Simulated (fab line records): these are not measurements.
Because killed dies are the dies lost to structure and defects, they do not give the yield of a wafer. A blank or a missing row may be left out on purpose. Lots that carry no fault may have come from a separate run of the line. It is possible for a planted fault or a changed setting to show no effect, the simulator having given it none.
fab line records | flow sky130
record: lots: 14 | wafers: 42 | last_day: 50
route steps=708 shown CONTACT@423 METAL1@437 VIA1@468
lots that met no fault: taken from a fault-free run of the same line
start_h: hours from the record's first day to the start of the lot's first wafer shown | wait_h: hours since the lot's step before | " identical to the entry in the row above | L1.1+2: a row that stands for several wafers | - value missing, or start not given | * or withheld: withheld | < > ~ a bound
route shown NAME@n: names a module that has steps shown in the file, with the first one's number in the route | usual: average and standard deviation across the fault-free wafers | same: alike in all rows | chamber/n: place in a boat | sites: per-site readings | _std_site: their standard deviation | _edge_site: outer sites' mean less inner sites' | radius_mm: for every site, how far away it sits from the centre of the wafer | mask NAME#n: copy n | behind: the tool/chamber that last shaped the wafer | hold: why the lot was held/for how many hours/how that ended | device: whichever transistor did not switch (one of n, p or np) | end of line: the route-end tests of the same wafers | a step with no rows: only its recipe | killed: at the first sort, the dies lost to defects and structure; wafer yield is something else | map: the dies of a wafer, with x for killed, . for not killed, _ for no die there
set.NAME: setting as actually run; set.NAME@STEP: the setting as run at that earlier step | model.NAME: the simulator's own value behind a step, which no gauge read
steps of the route over a sample of lots; a table a step, a row a wafer
services: when a tool's chamber went out of use (start_h, in hours from the record's first day, below 0 if earlier), for how many hours, and the reason
== steps ==
step: SKY_CONTACT_ETCH_17
recipe: target: SiO2 | chemistry: C4F8/O2/Ar | stop_on: Si3N4 | mask_material: KrF-thick | source_w: 1500 | bias_w: 1200 | pressure_mtorr: 40 | c4f8_flow_sccm: withheld | O2_flow_sccm: 6 | Ar_flow_sccm: 300 | time_s: withheld | target_depth_a: 3400
usual: oes_product_au: 0.891/0.005
lot.wafer | tool        | chamber | start_h | wait_h | oes_product_au
L576.4    | rie_diel-04 | 2       | 736.06  | 0.0    | 0.893
L576.5    | "           | 3       | "       | "      | 0.894
L576.6    | "           | 0       | "       | "      | 0.877
L578.2    | rie_diel-04 | 0       | 745.15  | 0.0    | 0.895
L578.3    | "           | 1       | "       | "      | 0.884
L578.6    | "           | 2       | "       | "      | 0.890
L577.1    | rie_diel-02 | 1       | 748.56  | 0.0    | 0.887
L577.2    | "           | 2       | "       | "      | 0.896
L577.3    | "           | 3       | "       | "      | 0.891
L580.4    | rie_diel-02 | 1       | 772.23  | 0.0    | 0.893
L580.5    | "           | 3       | "       | "      | 0.889
L580.6    | "           | 2       | "       | "      | 0.894
L579.2    | rie_diel-04 | 2       | 776.95  | 0.0    | 0.884
L579.3    | "           | 0       | "       | "      | 0.891
L579.5    | "           | 3       | "       | "      | 0.876
L581.1    | rie_diel-01 | 1       | 784.21  | 0.0    | 0.885
L581.2    | "           | 3       | "       | "      | 0.882
L581.5    | "           | 1       | "       | "      | 0.899
L582.2    | rie_diel-01 | 1       | 795.98  | 0.0    | 0.892
L582.3    | "           | 0       | "       | "      | 0.894
L582.6    | "           | 3       | "       | "      | 0.896
L583.2    | rie_diel-01 | 0       | 799.53  | 0.0    | 0.894
L583.5    | "           | 0       | "       | "      | 0.881
L583.6    | "           | 3       | "       | "      | 0.903
L587.1    | rie_diel-04 | 2       | 837.08  | 0.0    | 0.888
L587.4    | "           | 0       | "       | "      | 0.896
L587.6    | "           | 2       | "       | "      | 0.894
L590.2    | rie_diel-04 | 1       | 840.62  | 0.0    | 0.891
L590.4    | "           | 1       | "       | "      | 0.887
L590.5    | "           | 0       | "       | "      | 0.894
L594.1    | rie_diel-01 | 1       | 873.10  | 0.0    | 0.891
L594.2    | "           | 0       | "       | "      | 0.887
L594.4    | "           | 2       | "       | "      | 0.897
L595.1    | rie_diel-02 | 1       | 877.66  | 0.0    | 0.890
L595.2    | "           | 2       | "       | "      | 0.897
L595.6    | "           | 3       | "       | "      | 0.891
L596.3    | rie_diel-04 | 1       | 884.80  | 0.0    | 0.886
L596.4    | "           | 2       | "       | "      | 0.885
L596.5    | "           | 0       | "       | "      | 0.884
L597.3    | rie_diel-04 | 0       | 896.16  | 0.0    | 0.898
L597.5    | "           | 2       | "       | "      | 0.892
L597.6    | "           | 0       | "       | "      | 0.889
step: SKY_METAL1_SPUTTER_03
recipe: material: Ti | target_thk_nm: 5 | power_w: 3000 | time_s: 3.3 | chamber_pressure_pa: 0.4
usual: throttle_valve_pct: 30.4/1.1
lot.wafer | tool           | chamber | start_h | wait_h | throttle_valve_pct
L576.4    | pvd_sputter-01 | -       | 737.48  | 0.0    | 28.6
L576.5    | "              | -       | "       | "      | 30.0
L576.6    | "              | -       | "       | "      | 30.4
L578.2    | pvd_sputter-01 | -       | 746.60  | 0.0    | 30.4
L578.3    | "              | -       | "       | "      | 28.6
L578.6    | "              | -       | "       | "      | 28.6
L577.1    | pvd_sputter-04 | -       | 749.97  | 0.0    | 30.0
L577.2    | "              | -       | "       | "      | 31.1
L577.3    | "              | -       | "       | "      | 31.6
L580.4    | pvd_sputter-04 | -       | 773.70  | 0.0    | 30.2
L580.5    | "              | -       | "       | "      | 31.7
L580.6    | "              | -       | "       | "      | 30.2
L579.2    | pvd_sputter-04 | -       | 778.38  | 0.0    | 31.6
L579.3    | "              | -       | "       | "      | 32.7
L579.5    | "              | -       | "       | "      | 32.6
L581.1    | pvd_sputter-04 | -       | 785.66  | 0.0    | 30.3
L581.2    | "              | -       | "       | "      | 31.3
L581.5    | "              | -       | "       | "      | 30.2
L582.2    | pvd_sputter-02 | -       | 797.44  | 0.0    | 30.4
L582.3    | "              | -       | "       | "      | 29.2
L582.6    | "              | -       | "       | "      | 30.8
L583.2    | pvd_sputter-01 | -       | 800.94  | 0.0    | 30.1
L583.5    | "              | -       | "       | "      | 30.2
L583.6    | "              | -       | "       | "      | 29.3
L587.1    | pvd_sputter-01 | -       | 838.49  | 0.0    | 30.2
L587.4    | "              | -       | "       | "      | 29.7
L587.6    | "              | -       | "       | "      | 30.5
L590.2    | pvd_sputter-04 | -       | 842.03  | 0.0    | 31.6
L590.4    | "              | -       | "       | "      | 31.6
L590.5    | "              | -       | "       | "      | 30.4
L594.1    | pvd_sputter-02 | -       | 874.53  | 0.0    | 30.3
L594.2    | "              | -       | "       | "      | 30.6
L594.4    | "              | -       | "       | "      | 29.3
L595.1    | pvd_sputter-01 | -       | 879.07  | 0.0    | 28.6
L595.2    | "              | -       | "       | "      | 30.3
L595.6    | "              | -       | "       | "      | 29.6
L596.3    | pvd_sputter-01 | -       | 886.21  | 0.0    | 29.3
L596.4    | "              | -       | "       | "      | 30.0
L596.5    | "              | -       | "       | "      | 29.5
L597.3    | pvd_sputter-04 | -       | 897.57  | 0.0    | 31.6
L597.5    | "              | -       | "       | "      | 32.4
L597.6    | "              | -       | "       | "      | 31.7
step: SKY_METAL1_OVL_MEAS_16
usual: METAL1_OVL: 2/4.6
lot.wafer | tool       | chamber | start_h | wait_h | METAL1_OVL[nm]
L576.4    | overlay-02 | -       | 765.00  | 0.1    | 5
L576.5    | "          | -       | "       | "      | 6
L576.6    | "          | -       | "       | "      | -1
L578.2    | overlay-01 | -       | 774.24  | 0.1    | 10
L578.3    | "          | -       | "       | "      | 7
L578.6    | "          | -       | "       | "      | 6
L577.1    | overlay-01 | -       | 776.60  | 0.1    | 2
L577.2    | "          | -       | "       | "      | -3
L577.3    | "          | -       | "       | "      | -1
L580.4    | overlay-01 | -       | 801.25  | 0.1    | 2
L580.5    | "          | -       | "       | "      | -1
L580.6    | "          | -       | "       | "      | -1
L579.2    | overlay-01 | -       | 805.61  | 0.1    | 1
L579.3    | "          | -       | "       | "      | 7
L579.5    | "          | -       | "       | "      | 0
L581.1    | overlay-02 | -       | 813.40  | 0.1    | 2
L581.2    | "          | -       | "       | "      | 8
L581.5    | "          | -       | "       | "      | 5
L582.2    | overlay-01 | -       | 824.26  | 0.1    | 1
L582.3    | "          | -       | "       | "      | 0
L582.6    | "          | -       | "       | "      | -1
L583.2    | overlay-01 | -       | 828.08  | 0.1    | 2
L583.5    | "          | -       | "       | "      | 6
L583.6    | "          | -       | "       | "      | 9
L587.1    | overlay-02 | -       | 865.05  | 0.1    | 0
L587.4    | "          | -       | "       | "      | 1
L587.6    | "          | -       | "       | "      | -3
L590.2    | overlay-02 | -       | 868.34  | 0.1    | -6
L590.4    | "          | -       | "       | "      | -4
L590.5    | "          | -       | "       | "      | -2
L594.1    | overlay-01 | -       | 899.93  | 0.1    | 8
L594.2    | "          | -       | "       | "      | 15
L594.4    | "          | -       | "       | "      | 9
L595.1    | overlay-01 | -       | 904.28  | 0.1    | 0
L595.2    | "          | -       | "       | "      | 7
L595.6    | "          | -       | "       | "      | 0
L596.3    | overlay-01 | -       | 911.07  | 0.1    | 8
L596.4    | "          | -       | "       | "      | 4
L596.5    | "          | -       | "       | "      | 7
L597.3    | overlay-02 | -       | 923.12  | 0.1    | 2
L597.5    | "          | -       | "       | "      | 3
L597.6    | "          | -       | "       | "      | 11
step: SKY_VIA1_PEB_10
recipe: peb_temp_c: withheld | peb_time_s: withheld | resist: KrF-thick
usual: chill_plate_temp_C: * | exhaust_pa: 44.9/1
lot.wafer | tool           | chamber | start_h | wait_h | chill_plate_temp_C | exhaust_pa
L576.4    | litho_track-04 | 0       | 793     | -      | *                  | 44.2
L576.5    | "              | 0       | "       | "      | *                  | 45.0
L576.6    | "              | 0       | "       | "      | *                  | 42.7
L578.2    | litho_track-01 | 0       | 802     | -      | *                  | 45.0
L578.3    | "              | 0       | "       | "      | *                  | 46.0
L578.6    | "              | 0       | "       | "      | *                  | 46.3
L577.1    | litho_track-02 | 0       | 804     | -      | *                  | 46.1
L577.2    | "              | 0       | "       | "      | *                  | 47.0
L577.3    | "              | 0       | "       | "      | *                  | 44.5
L580.4    | litho_track-01 | 0       | 827     | -      | *                  | 45.0
L580.5    | "              | 0       | "       | "      | *                  | 44.6
L580.6    | "              | 0       | "       | "      | *                  | 45.1
L579.2    | litho_track-04 | 0       | 833     | -      | *                  | 46.1
L579.3    | "              | 0       | "       | "      | *                  | 45.6
L579.5    | "              | 0       | "       | "      | *                  | 45.5
L581.1    | litho_track-04 | 0       | 840     | -      | *                  | 44.8
L581.2    | "              | 0       | "       | "      | *                  | 43.4
L581.5    | "              | 0       | "       | "      | *                  | 43.8
L582.2    | litho_track-02 | 0       | 851     | -      | *                  | 43.7
L582.3    | "              | 0       | "       | "      | *                  | 43.7
L582.6    | "              | 0       | "       | "      | *                  | 45.0
L583.2    | litho_track-01 | 0       | 855     | -      | *                  | 45.2
L583.5    | "              | 0       | "       | "      | *                  | 44.8
L583.6    | "              | 0       | "       | "      | *                  | 46.0
L587.1    | litho_track-04 | -       | 891     | -      | -                  | -
L587.4    | "              | -       | "       | "      | -                  | -
L587.6    | "              | -       | "       | "      | -                  | -
L590.2    | litho_track-04 | -       | 894     | -      | -                  | -
L590.4    | "              | -       | "       | "      | -                  | -
L590.5    | "              | -       | "       | "      | -                  | -
L594.1    | litho_track-01 | 0       | 925     | -      | *                  | 44.0
L594.2    | "              | 0       | "       | "      | *                  | 44.1
L594.4    | "              | 0       | "       | "      | *                  | 43.1
L595.1    | litho_track-04 | 0       | 929     | -      | *                  | 44.8
L595.2    | "              | 0       | "       | "      | *                  | 45.1
L595.6    | "              | 0       | "       | "      | *                  | 46.2
L596.3    | litho_track-04 | 0       | 936     | -      | *                  | 46.5
L596.4    | "              | 0       | "       | "      | *                  | 44.9
L596.5    | "              | 0       | "       | "      | *                  | 45.5
L597.3    | litho_track-02 | 0       | 948     | -      | *                  | 43.2
L597.5    | "              | 0       | "       | "      | *                  | 43.7
L597.6    | "              | 0       | "       | "      | *                  | 43.0
== services ==
tool           | chamber | start_h | hours | kind
rie_diel-04    | 1       | 717.12  | 14.5  | repair
rie_diel-04    | 3       | 722.26  | 1.4   | repair
pvd_sputter-04 | -       | 733.63  | 2.4   | repair
pvd_sputter-04 | -       | 745.15  | 0.5   | repair
pvd_sputter-02 | -       | 748.00  | 1.4   | repair
rie_diel-02    | -       | 784.56  | 0.1   | repair
rie_diel-04    | -       | 796.02  | 0.2   | repair
rie_diel-04    | 3       | 811.53  | 132.0 | repair
rie_diel-01    | -       | 813.41  | 2.8   | pm
litho_track-01 | -       | 845.65  | -     | consumable_replace:filter
rie_diel-02    | -       | 851.03  | 0.2   | repair
rie_diel-01    | 1       | 876.91  | 86.9  | repair
rie_diel-02    | 0       | 876.93  | 2.8   | repair
pvd_sputter-04 | -       | 909.72  | 5.0   | repair
rie_diel-01    | 2       | 913.82  | 1.8   | repair
pvd_sputter-01 | -       | 923.22  | 5.2   | repair
rie_diel-02    | 3       | 928.86  | 18.5  | repair
== key ==
first_sign: step: SKY_VIA1_PEB_10 | reading: tool_record | direction: missing
effect none on later readings
met_at SKY_VIA1_PEB_10
struck_lots L587,L590
later_rows_left_out L587.1,L587.4,L587.6,L590.2,L590.4,L590.5
sort_left_out L587.1,L587.4,L587.6,L590.2,L590.4,L590.5
not_acting_at SKY_CONTACT_ETCH_17,SKY_METAL1_SPUTTER_03,SKY_METAL1_OVL_MEAS_16
onset_between 840 891
fault: kind: skipped_step_whole | tool: litho_track-04 | chamber: - | onset_h: 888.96 | steps: SKY_VIA1_PEB_10 | scope: struck_lots_only
sort_left_out: the simulated sort isn't trusted on such a fault, so these wafers' sort isn't shown, and their yield isn't known
later_rows_left_out: the simulator's readings of these wafers behind a module that went badly wrong aren't trusted and aren't shown, but for the sort
